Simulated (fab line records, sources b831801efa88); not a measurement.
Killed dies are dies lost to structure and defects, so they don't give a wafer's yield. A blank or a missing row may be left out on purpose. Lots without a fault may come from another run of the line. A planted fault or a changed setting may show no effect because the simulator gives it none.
Tool commonality check | flow gf180mcu | 13 lots, 39 wafers sampled

WHY IT WAS OPENED
At GF_HV_LDD_RS_MEAS_53 the reading HV_LDD_RS is flagged on 1 of 13 lots. Wafers without a fault read 418.4 ohm/sq, standard deviation 1.1.
Rule: a lot is flagged when every wafer of it that has a number lies more than 4 standard deviations from that mean, or none has a number. The other lots count as sound.

lot  | measured     | on            | HV_LDD_RS (ohm/sq), wafer by wafer | flag
L803 | day 12 14:33 | film_metro-01 | 418.7 419.1 418.4                  |
L804 | day 13 02:56 | film_metro-03 | 418.6 417.9 419.7                  |
L805 | day 13 17:06 | film_metro-01 | 420.2 419.2 419.7                  |
L806 | day 13 23:38 | film_metro-03 | 418.9 416.8 417.5                  |
L808 | day 14 13:18 | film_metro-01 | 419.7 417.9 420.6                  |
L809 | day 14 19:29 | film_metro-03 | 417.5 417.3 417.6                  |
L810 | day 15 03:08 | film_metro-03 | 417.7 417.8 417.9                  |
L811 | day 15 07:50 | film_metro-03 | 418.3 417.4 418.0                  |
L812 | day 15 17:02 | film_metro-04 | 419.3 419.2 418.6                  |
L816 | day 17 00:28 | film_metro-03 | 433.1 434.4 435.3                  | FLAGGED
L821 | day 18 15:35 | film_metro-01 | 418.2 419.2 419.0                  |
L822 | day 18 23:59 | film_metro-01 | 419.2 420.0 420.5                  |
L825 | day 19 23:20 | film_metro-04 | 419.2 418.8 419.1                  |
The numbers of the flagged lots are 434.3 ohm/sq on average: +15.9 ohm/sq against the usual, or +14 standard deviations.

WHICH TOOL RAN EACH LOT
The record holds 2 process steps before the reading, out of a route of 602 steps. In each cell: the tool, then ch and the chambers that the sampled wafers went through, then the start.
lot  | flag    | GF_DUAL_GATE_STRIP_13                | GF_HV_LDD_IMPLANT_09
L803 |         | plasma_asher-03 ch 0,1, day 8 13:43  | implanter-04 ch 0, day 10 05:20
L804 |         | plasma_asher-01 ch 0,1, day 8 21:22  | implanter-04 ch 0, day 10 16:34
L805 |         | plasma_asher-01 ch 0,1, day 9 12:52  | implanter-03 ch 0, day 11 05:20
L806 |         | plasma_asher-03 ch 0,1, day 9 16:34  | implanter-03 ch 0, day 11 11:07
L808 |         | plasma_asher-03 ch 0,1, day 10 06:31 | implanter-04 ch 0, day 11 23:59
L809 |         | plasma_asher-01 ch 1, day 10 10:40   | implanter-04 ch 0, day 12 03:55
L810 |         | plasma_asher-01 ch 0,1, day 10 18:13 | implanter-04 ch 0, day 12 12:48
L811 |         | plasma_asher-03 ch 0,1, day 10 20:55 | implanter-03 ch 0, day 12 16:30
L812 |         | plasma_asher-03 ch 0,1, day 11 04:10 | implanter-03 ch 0, day 13 00:25
L816 | FLAGGED | plasma_asher-04 ch 0,1, day 12 08:53 | implanter-04 ch 0, day 14 05:53
L821 |         | plasma_asher-03 ch 0,1, day 13 17:34 | implanter-02 ch 0, day 15 17:16
L822 |         | plasma_asher-04 ch 0,1, day 14 00:46 | implanter-03 ch 0, day 16 00:49
L825 |         | plasma_asher-03 ch 0,1, day 14 22:16 | implanter-02 ch 0, day 16 23:07
What these steps do:
- GF_DUAL_GATE_STRIP_13: strips in O2/N2.
- GF_HV_LDD_IMPLANT_09
- GF_HV_LDD_RS_MEAS_53: measures by four-point-probe.

FLAGGED OVER TOTAL, TOOL BY TOOL (the gauges that took the reading come last)
step                  | tool            | lots run | flagged | share of the flagged lots | sound lots run after its first flagged lot
GF_DUAL_GATE_STRIP_13 | plasma_asher-01 | 4        | 0       | none                      | -
GF_DUAL_GATE_STRIP_13 | plasma_asher-03 | 7        | 0       | none                      | -
GF_DUAL_GATE_STRIP_13 | plasma_asher-04 | 2        | 1       | all                       | 1 (L822)
GF_HV_LDD_IMPLANT_09  | implanter-02    | 2        | 0       | none                      | -
GF_HV_LDD_IMPLANT_09  | implanter-03    | 5        | 0       | none                      | -
GF_HV_LDD_IMPLANT_09  | implanter-04    | 6        | 1       | all                       | 0
GF_HV_LDD_RS_MEAS_53  | film_metro-01   | 5        | 0       | none                      | -
GF_HV_LDD_RS_MEAS_53  | film_metro-03   | 6        | 1       | all                       | 0
GF_HV_LDD_RS_MEAS_53  | film_metro-04   | 2        | 0       | none                      | -

WHAT THE TABLE ALLOWS
3 rows of the table ran every flagged lot: plasma_asher-04 at GF_DUAL_GATE_STRIP_13, implanter-04 at GF_HV_LDD_IMPLANT_09, film_metro-03 at GF_HV_LDD_RS_MEAS_53.
- plasma_asher-04 at GF_DUAL_GATE_STRIP_13: 1 of its 2 lots flagged. Sound lots ran on it after the first flagged one (L822), which a lasting fault on the whole tool wouldn't allow.
- implanter-04 at GF_HV_LDD_IMPLANT_09: 1 of its 6 lots flagged. Its last sound lot is L810 (day 12 12:48), its first flagged lot L816 (day 14 05:53): a fault that began between those two fits.
- film_metro-03 at GF_HV_LDD_RS_MEAS_53: 1 of its 6 lots flagged. Its last sound lot is L811 (day 15 07:50), its first flagged lot L816 (day 17 00:28): a fault that began between those two fits.
Counting lots can't tell these 2 tools apart, because each fits a fault that began at some hour. More lots, or a look at what each step does to the wafer, might.

WHAT THE SIMULATOR HAD PUT IN
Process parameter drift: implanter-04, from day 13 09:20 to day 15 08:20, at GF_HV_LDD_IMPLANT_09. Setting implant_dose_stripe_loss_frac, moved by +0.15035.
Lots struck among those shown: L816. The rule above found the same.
